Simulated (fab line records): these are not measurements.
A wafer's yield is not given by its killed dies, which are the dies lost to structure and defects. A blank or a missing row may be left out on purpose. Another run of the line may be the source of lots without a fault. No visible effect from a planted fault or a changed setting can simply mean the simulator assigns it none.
Chamber matching    flow gf180mcu    GF_V2_CMP_04 on cmp-02: 4 sister chambers
The step polishes SiO2. 4 wafers are shown with their chamber, then 8 later ones without.

EACH WAFER AND ITS CHAMBER
wafer   chamber  motor_current_A (A)
L493.1  3        14.7
L494.4  2        9.4
L494.5  0        13.1
L495.3  1        12.8

WAFERS WHOSE CHAMBER IS MISSING
wafer   motor_current_A (A)
L495.4  13.1
L495.5  9.4
L496.2  14.7
L496.4  13.0
L496.5  10.1
L498.2  13.3
L498.4  9.3
L498.6  12.1

EACH ONE'S CHAMBER
wafer   from the rows above      in truth
L495.4  can't be placed: 0 or 1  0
L495.5  2                        2
L496.2  3                        3
L496.4  can't be placed: 0 or 1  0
L496.5  2                        2
L498.2  can't be placed: 0 or 1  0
L498.4  2                        2
L498.6  can't be placed: 1 or 0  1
Correctly placed: 4 of 8. Cannot be placed on the basis of these rows: 4; the candidates contain the true chamber in 4. Number placed wrongly: 0.
How it was worked out, from the rows above alone: a wafer's distance from a chamber is the root of the sum, over the readings, of the square of ((its reading less the chamber's mean) divided by the reading's scatter). The wafer belongs to the nearest chamber; if the next one is less than 2 further off, it can't be placed. A chamber's mean is the mean of its shown wafers. The scatter: with one shown wafer a chamber, the root of the mean of the squares of how far each hidden wafer lies from its nearest shown one.
